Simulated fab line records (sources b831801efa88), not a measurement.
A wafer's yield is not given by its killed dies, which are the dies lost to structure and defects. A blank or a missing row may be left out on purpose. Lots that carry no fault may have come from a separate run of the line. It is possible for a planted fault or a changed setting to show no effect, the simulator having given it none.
fab line records / flow gf180mcu / part 2 of 2: steps 29 to 39 of 39
record: lots: 5 wafers: 15 lastDay: 34
route steps=602 shown V1@343 M2@362
lots that met no fault: taken from a fault-free run of the same line
startH: the number of hours between the record's first day and the start of the first shown wafer of the lot / waitH: time in hours since the lot's previous step / " the same as in the row above / L1.1+2: a row that stands for several wafers / - no value, or no start was given / * or withheld: withheld / < > ~ a bound
route shown NAME@n: names a module that has steps shown in the file, with the first one's number in the route / usual: average and standard deviation across the fault-free wafers / same: alike in all rows / chamber/n: place in a boat / sites: per-site readings / _std_site: the standard deviation of these / _edge_site: the outer-site mean with the inner-site mean subtracted / radiusMm: for every site, how far away it sits from the centre of the wafer / mask NAME#n: copy n / behind: the tool/chamber that last shaped the wafer / hold: cause of the lot's hold/its duration in hours/its outcome / device: the n, p or np transistor that did not switch / end of line: tests run on the same wafers once the route is complete / a step without rows: its recipe alone / killed: dies that structure and defects cost at the first sort, which is not the same as the wafer's yield / map: shows each die of a wafer: x if killed, . if not, _ if none is there
set.NAME: the run value of the setting; set.NAME@STEP: its run value at that earlier step / model.NAME: the simulator's own value behind a step, which no gauge read
a table for each step, a row for each wafer; lots at some steps of the route
services: the hour from which a tool's chamber was out of use, counted from the record's first day as startH (under 0 if before that day), plus the number of hours and why
== steps ==
step: GF_M2_COAT_09
recipe: resist: KrF spinRpm: withheld resistThkNm: 1000
lot.wafer=L077.2+4+5 tool=lithoTrack-01 chamber=0 startH=464.93 waitH=0.1
lot.wafer=L085.2+3+6 tool=lithoTrack-04 chamber=0 startH=534.21 waitH=0.1
lot.wafer=L087.3+4+6 tool=lithoTrack-01 chamber=0 startH=567.01 waitH=0.1
lot.wafer=L093.2+5+6 tool=lithoTrack-03 chamber=0 startH=588.34 waitH=0.1
lot.wafer=L095.1+3+6 tool=lithoTrack-04 chamber=0 startH=601.18 waitH=0.1
step: GF_M2_SOFTBAKE_10
recipe: tempC: 130 timeS: 60 resist: KrF
lot.wafer=L077.2+4+5 tool=lithoTrack-01 chamber=0 startH=465.08 waitH=0.1
lot.wafer=L085.2+3+6 tool=lithoTrack-04 chamber=0 startH=534.36 waitH=0.1
lot.wafer=L087.3+4+6 tool=lithoTrack-01 chamber=0 startH=567.16 waitH=0.1
lot.wafer=L093.2+5+6 tool=lithoTrack-03 chamber=0 startH=588.49 waitH=0.1
lot.wafer=L095.1+3+6 tool=lithoTrack-04 chamber=0 startH=601.33 waitH=0.1
step: GF_M2_EXPOSE_11
recipe: maskId: Metal2 targetCdNm: 280 na: 0.68 sourceShape: conventional sigmaOuter: 0.6 doseMj: 28
lot.wafer=L077.2+4+5 tool=krfScanner-02 chamber=0 startH=- waitH=- mask=Metal2#0
lot.wafer=L085.2+3+6 tool=krfScanner-02 chamber=0 startH=- waitH=- mask=Metal2#0
lot.wafer=L087.3+4+6 tool=krfScanner-01 chamber=0 startH=- waitH=- mask=Metal2#0
lot.wafer=L093.2+5+6 tool=krfScanner-02 chamber=0 startH=- waitH=- mask=Metal2#0
lot.wafer=L095.1+3+6 tool=krfScanner-02 chamber=0 startH=- waitH=- mask=Metal2#0
step: GF_M2_PEB_12
recipe: pebTempC: 135 pebTimeS: 90 resist: KrF
lot.wafer=L077.2+4+5 tool=lithoTrack-04 chamber=0 startH=- waitH=-
lot.wafer=L085.2+3+6 tool=lithoTrack-03 chamber=0 startH=- waitH=-
lot.wafer=L087.3+4+6 tool=lithoTrack-03 chamber=0 startH=- waitH=-
lot.wafer=L093.2+5+6 tool=lithoTrack-04 chamber=0 startH=- waitH=-
lot.wafer=L095.1+3+6 tool=lithoTrack-04 chamber=0 startH=- waitH=-
step: GF_M2_DEVELOP_13
recipe: developTimeS: 60 devTempC: 21
lot.wafer=L077.2+4+5 tool=lithoTrack-04 chamber=0 startH=477.01 waitH=0.2
lot.wafer=L085.2+3+6 tool=lithoTrack-03 chamber=0 startH=545.34 waitH=0.2
lot.wafer=L087.3+4+6 tool=lithoTrack-03 chamber=0 startH=578.37 waitH=0.1
lot.wafer=L093.2+5+6 tool=lithoTrack-04 chamber=0 startH=598.86 waitH=0.2
lot.wafer=L095.1+3+6 tool=lithoTrack-04 chamber=0 startH=610.83 waitH=0.2
step: GF_M2_CD_MEAS_14
recipe: targetCdNm: 280
usual: cdNm: 279.8/1.1
lot.wafer=L077.2 tool=cdSem-01 chamber=- startH=477.15 waitH=0.1 cdNm=279.3
lot.wafer=L077.4 tool=cdSem-01 chamber=- startH=477.15 waitH=0.1 cdNm=280.4
lot.wafer=L077.5 tool=cdSem-01 chamber=- startH=477.15 waitH=0.1 cdNm=279.4
lot.wafer=L085.2 tool=cdSem-01 chamber=- startH=545.49 waitH=0.1 cdNm=280.3
lot.wafer=L085.3 tool=cdSem-01 chamber=- startH=545.49 waitH=0.1 cdNm=281.8
lot.wafer=L085.6 tool=cdSem-01 chamber=- startH=545.49 waitH=0.1 cdNm=280.5
lot.wafer=L087.3 tool=cdSem-02 chamber=- startH=578.51 waitH=0.1 cdNm=278.9
lot.wafer=L087.4 tool=cdSem-02 chamber=- startH=578.51 waitH=0.1 cdNm=278.9
lot.wafer=L087.6 tool=cdSem-02 chamber=- startH=578.51 waitH=0.1 cdNm=281.2
lot.wafer=L093.2 tool=cdSem-01 chamber=- startH=599.00 waitH=0.1 cdNm=281.3
lot.wafer=L093.5 tool=cdSem-01 chamber=- startH=599.00 waitH=0.1 cdNm=279.4
lot.wafer=L093.6 tool=cdSem-01 chamber=- startH=599.00 waitH=0.1 cdNm=279.6
lot.wafer=L095.1 tool=cdSem-02 chamber=- startH=610.98 waitH=0.1 cdNm=282.1
lot.wafer=L095.3 tool=cdSem-02 chamber=- startH=610.98 waitH=0.1 cdNm=280.8
lot.wafer=L095.6 tool=cdSem-02 chamber=- startH=610.98 waitH=0.1 cdNm=281.2
step: GF_M2_OVL_MEAS_15
usual: M2_OVL: -3/5.9
lot.wafer=L077.2 tool=overlay-02 chamber=- startH=477.26 waitH=0.1 M2_OVL[nm]=-4
lot.wafer=L077.4 tool=overlay-02 chamber=- startH=477.26 waitH=0.1 M2_OVL[nm]=-5
lot.wafer=L077.5 tool=overlay-02 chamber=- startH=477.26 waitH=0.1 M2_OVL[nm]=-13
lot.wafer=L085.2 tool=overlay-01 chamber=- startH=545.59 waitH=0.1 M2_OVL[nm]=-9
lot.wafer=L085.3 tool=overlay-01 chamber=- startH=545.59 waitH=0.1 M2_OVL[nm]=-4
lot.wafer=L085.6 tool=overlay-01 chamber=- startH=545.59 waitH=0.1 M2_OVL[nm]=-14
lot.wafer=L087.3 tool=overlay-01 chamber=- startH=578.60 waitH=0.1 M2_OVL[nm]=-4
lot.wafer=L087.4 tool=overlay-01 chamber=- startH=578.60 waitH=0.1 M2_OVL[nm]=8
lot.wafer=L087.6 tool=overlay-01 chamber=- startH=578.60 waitH=0.1 M2_OVL[nm]=-1
lot.wafer=L093.2 tool=overlay-02 chamber=- startH=599.11 waitH=0.1 M2_OVL[nm]=-7
lot.wafer=L093.5 tool=overlay-02 chamber=- startH=599.11 waitH=0.1 M2_OVL[nm]=-5
lot.wafer=L093.6 tool=overlay-02 chamber=- startH=599.11 waitH=0.1 M2_OVL[nm]=-6
lot.wafer=L095.1 tool=overlay-02 chamber=- startH=611.10 waitH=0.1 M2_OVL[nm]=-8
lot.wafer=L095.3 tool=overlay-02 chamber=- startH=611.10 waitH=0.1 M2_OVL[nm]=-2
lot.wafer=L095.6 tool=overlay-02 chamber=- startH=611.10 waitH=0.1 M2_OVL[nm]=-5
step: GF_M2_METAL_ETCH_16
recipe: chemistry: Cl2/BCl3 maskMaterial: KrF targetDepthNm: 750.8 stopOn: SiO2 pressureMtorr: 8 icpW: 800 biasW: 140 Cl2_flow_sccm: 80 bcl3FlowSccm: 40 timeS: 125.1
usual: drypumpMotorCurrentA: 5.8/0.7 heBacksideLeakSccm: 3.31/0.17 oesProductAu: 0.990/0.0071 rfFwdPowerW: 796/3 throttleValvePct: 28.231/0.012
lot.wafer=L077.2 tool=rieMetal-04 chamber=0 startH=477.29 waitH=0.0 drypumpMotorCurrentA=6.5 heBacksideLeakSccm=3.63 oesProductAu=0.991 rfFwdPowerW=799 rfHoursCounterH=6 throttleValvePct=28.223
lot.wafer=L077.4 tool=rieMetal-04 chamber=1 startH=477.29 waitH=0.0 drypumpMotorCurrentA=4.6 heBacksideLeakSccm=3.01 oesProductAu=0.980 rfFwdPowerW=791 rfHoursCounterH=- throttleValvePct=28.234
lot.wafer=L077.5 tool=rieMetal-04 chamber=0 startH=477.29 waitH=0.0 drypumpMotorCurrentA=6.5 heBacksideLeakSccm=3.34 oesProductAu=0.995 rfFwdPowerW=799 rfHoursCounterH=- throttleValvePct=28.205
lot.wafer=L085.2 tool=rieMetal-04 chamber=1 startH=545.62 waitH=0.0 drypumpMotorCurrentA=4.6 heBacksideLeakSccm=3.10 oesProductAu=0.973 rfFwdPowerW=793 rfHoursCounterH=1 throttleValvePct=28.243
lot.wafer=L085.3 tool=rieMetal-04 chamber=0 startH=545.62 waitH=0.0 drypumpMotorCurrentA=6.6 heBacksideLeakSccm=3.47 oesProductAu=0.995 rfFwdPowerW=801 rfHoursCounterH=- throttleValvePct=28.235
lot.wafer=L085.6 tool=rieMetal-04 chamber=0 startH=545.62 waitH=0.0 drypumpMotorCurrentA=6.5 heBacksideLeakSccm=3.26 oesProductAu=0.993 rfFwdPowerW=802 rfHoursCounterH=- throttleValvePct=28.204
lot.wafer=L087.3 tool=rieMetal-03 chamber=1 startH=578.67 waitH=0.1 drypumpMotorCurrentA=5.5 heBacksideLeakSccm=3.47 oesProductAu=0.984 rfFwdPowerW=791 rfHoursCounterH=- throttleValvePct=28.216
lot.wafer=L087.4 tool=rieMetal-03 chamber=0 startH=578.67 waitH=0.1 drypumpMotorCurrentA=6.1 heBacksideLeakSccm=3.31 oesProductAu=0.990 rfFwdPowerW=794 rfHoursCounterH=- throttleValvePct=28.229
lot.wafer=L087.6 tool=rieMetal-03 chamber=1 startH=578.67 waitH=0.1 drypumpMotorCurrentA=5.6 heBacksideLeakSccm=3.40 oesProductAu=0.987 rfFwdPowerW=793 rfHoursCounterH=- throttleValvePct=28.220
lot.wafer=L093.2 tool=rieMetal-03 chamber=1 startH=599.14 waitH=0.0 drypumpMotorCurrentA=5.6 heBacksideLeakSccm=3.59 oesProductAu=0.991 rfFwdPowerW=799 rfHoursCounterH=5 throttleValvePct=28.220
lot.wafer=L093.5 tool=rieMetal-03 chamber=1 startH=599.14 waitH=0.0 drypumpMotorCurrentA=5.6 heBacksideLeakSccm=3.62 oesProductAu=0.989 rfFwdPowerW=800 rfHoursCounterH=- throttleValvePct=28.232
lot.wafer=L093.6 tool=rieMetal-03 chamber=0 startH=599.14 waitH=0.0 drypumpMotorCurrentA=6.0 heBacksideLeakSccm=3.29 oesProductAu=0.993 rfFwdPowerW=791 rfHoursCounterH=- throttleValvePct=28.239
lot.wafer=L095.1 tool=rieMetal-04 chamber=1 startH=611.14 waitH=0.0 drypumpMotorCurrentA=4.6 heBacksideLeakSccm=3.09 oesProductAu=0.984 rfFwdPowerW=796 rfHoursCounterH=3 throttleValvePct=28.226
lot.wafer=L095.3 tool=rieMetal-04 chamber=0 startH=611.14 waitH=0.0 drypumpMotorCurrentA=6.5 heBacksideLeakSccm=3.61 oesProductAu=0.995 rfFwdPowerW=796 rfHoursCounterH=- throttleValvePct=28.224
lot.wafer=L095.6 tool=rieMetal-04 chamber=1 startH=611.14 waitH=0.0 drypumpMotorCurrentA=4.6 heBacksideLeakSccm=3.21 oesProductAu=0.979 rfFwdPowerW=794 rfHoursCounterH=- throttleValvePct=28.250
step: GF_M2_STRIP_17
recipe: chemistry: O2/N2 powerW: 1400 pressureMtorr: 1500 platenTempC: 250 o2FlowSccm: 3000 n2FlowSccm: 300 overashFraction: 0.5
usual: drypumpMotorCurrentA: 5.8/0.44 heaterPowerW: 357/23 oesProductAu: 0.539/0.0055 stripTimeToEndpointS: 7.40/0.063
lot.wafer=L077.2 tool=plasmaAsher-01 chamber=1 startH=477.42 waitH=0.1 drypumpMotorCurrentA=5.6 heaterPowerW=315 oesProductAu=0.536 rfHoursCounterH=69 stripTimeToEndpointS=7.36
lot.wafer=L077.4 tool=plasmaAsher-01 chamber=1 startH=477.42 waitH=0.1 drypumpMotorCurrentA=5.6 heaterPowerW=312 oesProductAu=0.537 rfHoursCounterH=- stripTimeToEndpointS=7.42
lot.wafer=L077.5 tool=plasmaAsher-01 chamber=0 startH=477.42 waitH=0.1 drypumpMotorCurrentA=5.7 heaterPowerW=398 oesProductAu=0.535 rfHoursCounterH=- stripTimeToEndpointS=7.32
lot.wafer=L085.2 tool=plasmaAsher-01 chamber=1 startH=545.75 waitH=0.1 drypumpMotorCurrentA=5.6 heaterPowerW=319 oesProductAu=0.549 rfHoursCounterH=76 stripTimeToEndpointS=7.55
lot.wafer=L085.3 tool=plasmaAsher-01 chamber=1 startH=545.75 waitH=0.1 drypumpMotorCurrentA=5.6 heaterPowerW=311 oesProductAu=0.536 rfHoursCounterH=- stripTimeToEndpointS=7.37
lot.wafer=L085.6 tool=plasmaAsher-01 chamber=0 startH=545.75 waitH=0.1 drypumpMotorCurrentA=5.7 heaterPowerW=380 oesProductAu=0.536 rfHoursCounterH=- stripTimeToEndpointS=7.35
lot.wafer=L087.3 tool=plasmaAsher-03 chamber=0 startH=578.79 waitH=0.1 drypumpMotorCurrentA=6.4 heaterPowerW=371 oesProductAu=0.534 rfHoursCounterH=- stripTimeToEndpointS=7.38
lot.wafer=L087.4 tool=plasmaAsher-03 chamber=1 startH=578.79 waitH=0.1 drypumpMotorCurrentA=5.8 heaterPowerW=347 oesProductAu=0.547 rfHoursCounterH=- stripTimeToEndpointS=7.44
lot.wafer=L087.6 tool=plasmaAsher-03 chamber=0 startH=578.79 waitH=0.1 drypumpMotorCurrentA=6.4 heaterPowerW=369 oesProductAu=0.533 rfHoursCounterH=- stripTimeToEndpointS=7.40
lot.wafer=L093.2 tool=plasmaAsher-01 chamber=0 startH=599.27 waitH=0.1 drypumpMotorCurrentA=5.7 heaterPowerW=382 oesProductAu=0.536 rfHoursCounterH=82 stripTimeToEndpointS=7.36
lot.wafer=L093.5 tool=plasmaAsher-01 chamber=0 startH=599.27 waitH=0.1 drypumpMotorCurrentA=5.7 heaterPowerW=378 oesProductAu=0.542 rfHoursCounterH=- stripTimeToEndpointS=7.36
lot.wafer=L093.6 tool=plasmaAsher-01 chamber=1 startH=599.27 waitH=0.1 drypumpMotorCurrentA=5.6 heaterPowerW=317 oesProductAu=0.544 rfHoursCounterH=- stripTimeToEndpointS=7.39
lot.wafer=L095.1 tool=plasmaAsher-02 chamber=0 startH=611.27 waitH=0.1 drypumpMotorCurrentA=6.0 heaterPowerW=363 oesProductAu=0.543 rfHoursCounterH=50 stripTimeToEndpointS=7.46
lot.wafer=L095.3 tool=plasmaAsher-02 chamber=1 startH=611.27 waitH=0.1 drypumpMotorCurrentA=4.9 heaterPowerW=368 oesProductAu=0.531 rfHoursCounterH=- stripTimeToEndpointS=7.28
lot.wafer=L095.6 tool=plasmaAsher-02 chamber=1 startH=611.27 waitH=0.1 drypumpMotorCurrentA=4.9 heaterPowerW=376 oesProductAu=0.539 rfHoursCounterH=- stripTimeToEndpointS=7.45
step: GF_M2_STRIP_18
recipe: chemistry: postEtchResidueRemover timeS: 1200 tempC: 72.5
usual: bathHeatDutyPct: 13.4/1.3
lot.wafer=L077.2 tool=wetBench-04 chamber=2 startH=477.52 waitH=0.1 bathHeatDutyPct=14.3
lot.wafer=L077.4 tool=wetBench-04 chamber=2 startH=477.52 waitH=0.1 bathHeatDutyPct=16.1
lot.wafer=L077.5 tool=wetBench-04 chamber=2 startH=477.52 waitH=0.1 bathHeatDutyPct=15.8
lot.wafer=L085.2 tool=wetBench-03 chamber=2 startH=545.85 waitH=0.1 bathHeatDutyPct=12.7
lot.wafer=L085.3 tool=wetBench-03 chamber=2 startH=545.85 waitH=0.1 bathHeatDutyPct=11.7
lot.wafer=L085.6 tool=wetBench-03 chamber=2 startH=545.85 waitH=0.1 bathHeatDutyPct=11.7
lot.wafer=L087.3 tool=wetBench-04 chamber=3 startH=578.85 waitH=0.0 bathHeatDutyPct=14.4
lot.wafer=L087.4 tool=wetBench-04 chamber=3 startH=578.85 waitH=0.0 bathHeatDutyPct=13.7
lot.wafer=L087.6 tool=wetBench-04 chamber=3 startH=578.85 waitH=0.0 bathHeatDutyPct=12.3
lot.wafer=L093.2 tool=wetBench-03 chamber=3 startH=599.37 waitH=0.1 bathHeatDutyPct=14.2
lot.wafer=L093.5 tool=wetBench-03 chamber=3 startH=599.37 waitH=0.1 bathHeatDutyPct=13.8
lot.wafer=L093.6 tool=wetBench-03 chamber=3 startH=599.37 waitH=0.1 bathHeatDutyPct=13.2
lot.wafer=L095.1 tool=wetBench-04 chamber=1 startH=611.37 waitH=0.1 bathHeatDutyPct=13.0
lot.wafer=L095.3 tool=wetBench-04 chamber=1 startH=611.37 waitH=0.1 bathHeatDutyPct=12.1
lot.wafer=L095.6 tool=wetBench-04 chamber=1 startH=611.37 waitH=0.1 bathHeatDutyPct=13.1
step: GF_M2_CLEAN_19
recipe: chemistry: DIW dry: n2Spin
lot.wafer=L077.2+4+5 tool=wetBench-04 chamber=0 startH=477.86 waitH=0.0
lot.wafer=L085.2+3+6 tool=wetBench-02 chamber=3 startH=546.20 waitH=0.0
lot.wafer=L087.3+4+6 tool=wetBench-02 chamber=3 startH=579.20 waitH=0.0
lot.wafer=L093.2+5+6 tool=wetBench-04 chamber=1 startH=599.71 waitH=0.0
lot.wafer=L095.1+3+6 tool=wetBench-02 chamber=0 startH=611.71 waitH=0.0
== services ==
tool=pvdSputter-02 chamber=- startH=414.99 hours=3.4 kind=repair
tool=krfScanner-02 chamber=- startH=415.59 hours=4.0 kind=pm
tool=krfScanner-01 chamber=- startH=418.26 hours=1.8 kind=repair
tool=cvdW-02 chamber=- startH=422.83 hours=1.0 kind=repair
tool=pvdSputter-01 chamber=- startH=430.86 hours=0.9 kind=repair
tool=krfScanner-01 chamber=- startH=437.20 hours=5.5 kind=repair
tool=krfScanner-01 chamber=- startH=462.81 hours=1.3 kind=pm
tool=krfScanner-01 chamber=- startH=464.44 hours=3.6 kind=pm
tool=rieDiel-03 chamber=3 startH=486.24 hours=12.3 kind=repair
tool=cvdW-02 chamber=- startH=491.51 hours=4.0 kind=repair
tool=krfScanner-01 chamber=- startH=511.02 hours=0.8 kind=pm
tool=rieDiel-03 chamber=3 startH=514.31 hours=3.4 kind=repair
tool=krfScanner-02 chamber=- startH=527.54 hours=1.3 kind=pm
tool=cvdW-02 chamber=0 startH=528.37 hours=25.9 kind=repair
tool=pvdSputter-04 chamber=- startH=533.78 hours=4.7 kind=repair
tool=krfScanner-02 chamber=- startH=542.16 hours=1.0 kind=pm
tool=pvdSputter-01 chamber=- startH=543.61 hours=4.7 kind=repair
tool=krfScanner-01 chamber=- startH=543.77 hours=1.0 kind=pm
tool=krfScanner-02 chamber=- startH=544.77 hours=11.6 kind=pm
tool=pvdSputter-01 chamber=- startH=548.80 hours=3.5 kind=repair
tool=cmp-01 chamber=- startH=572.25 hours=4.0 kind=pm
tool=krfScanner-02 chamber=- startH=576.91 hours=0.8 kind=pm
tool=rieDiel-03 chamber=1 startH=577.85 hours=5.1 kind=repair
tool=pvdSputter-01 chamber=- startH=605.54 hours=11.8 kind=repair
